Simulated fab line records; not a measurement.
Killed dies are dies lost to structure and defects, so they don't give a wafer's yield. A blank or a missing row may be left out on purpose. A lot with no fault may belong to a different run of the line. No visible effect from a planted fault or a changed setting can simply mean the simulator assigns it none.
Chamber matching -- flow sky130 -- SKY_FIELD_ISO_CMP_27 on cmp-01 has 4 sister chambers
The step polishes, stops on Si3N4, t overpolish 16 s, target thk 457.8 nm. 24 wafers are shown with their chamber, then 12 later ones without.

== WAFERS WITH THEIR CHAMBER ==
wafer,chamber,motor-current-A (A),time-to-endpoint-s (s),overpolish-run-s (s)
L074.3,1,12.9,120,16.000
L074.5,1,12.2,119,16.001
L074.6,2,10.9,113,15.983
L075.1,3,12.4,114,16.022
L075.3,1,12.9,123,16.000
L075.5,2,10.7,112,16.000
L077.2,1,12.7,120,15.994
L077.5,2,9.9,116,16.012
L077.6,1,12.4,118,15.996
L079.2,1,12.5,115,16.007
L079.4,3,12.6,113,15.977
L079.6,3,12.9,113,16.004
L080.3,1,12.6,116,16.015
L080.4,0,11.6,110,15.996
L080.6,1,12.4,118,15.995
L083.1,2,10.5,113,16.002
L083.2,3,12.1,116,15.983
L083.4,1,13.4,114,15.996
L088.2,1,13.1,119,16.017
L088.3,2,10.6,117,16.008
L088.5,1,13.0,120,15.989
L091.1,3,12.9,123,15.985
L091.3,1,12.6,124,16.003
L091.4,0,11.6,116,16.013

SIGNATURES (means of the wafers above)
reading,chamber 0,chamber 1,chamber 2,chamber 3,scatter within a chamber
motor-current-A,11.600,12.725,10.520,12.580,0.342
time-to-endpoint-s,113.00,118.83,114.20,115.80,3.19
overpolish-run-s,16.00450,16.00108,16.00100,15.99420,0.0118
Rule: for a wafer and a chamber, the distance is found by dividing, reading by reading, the gap between the wafer's reading and the chamber's mean by the reading's scatter, squaring, summing and taking the root. The wafer belongs to the nearest chamber; if the next one is less than 2 further off, it can't be placed. The scatter: the root of (the sum of the squares of (reading less its chamber's mean) over the shown wafers, divided by (wafers less chambers)).

== WAFERS MISSING THEIR CHAMBER ==
wafer,motor-current-A (A),time-to-endpoint-s (s),overpolish-run-s (s)
L092.2,11.6,118,15.997
L092.4,12.3,124,16.005
L092.5,11.0,116,16.004
L093.2,12.5,123,16.008
L093.5,12.6,117,16.015
L093.6,11.3,114,15.999
L094.4,12.3,120,15.989
L094.5,10.7,120,15.990
L094.6,13.3,121,16.006
L096.1,12.8,121,15.994
L096.5,12.4,116,16.006
L096.6,10.7,114,16.012

== EACH ONE'S CHAMBER ==
wafer,from the rows above,in truth
L092.2,can't be placed: 0 or 3 or 1 or 2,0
L092.4,can't be placed: 1 or 3 or 0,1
L092.5,can't be placed: 2 or 0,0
L093.2,can't be placed: 1 or 3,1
L093.5,can't be placed: 1 or 3 or 0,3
L093.6,can't be placed: 0 or 2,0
L094.4,can't be placed: 3 or 1 or 0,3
L094.5,can't be placed: 2 or 0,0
L094.6,can't be placed: 1 or 3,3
L096.1,can't be placed: 1 or 3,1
L096.5,can't be placed: 3 or 1 or 0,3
L096.6,can't be placed: 2 or 0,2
Correct placement for 0 of the 12. Unplaceable from these rows: 12, with the true chamber sitting among the candidates in 12. 0 placed wrongly.
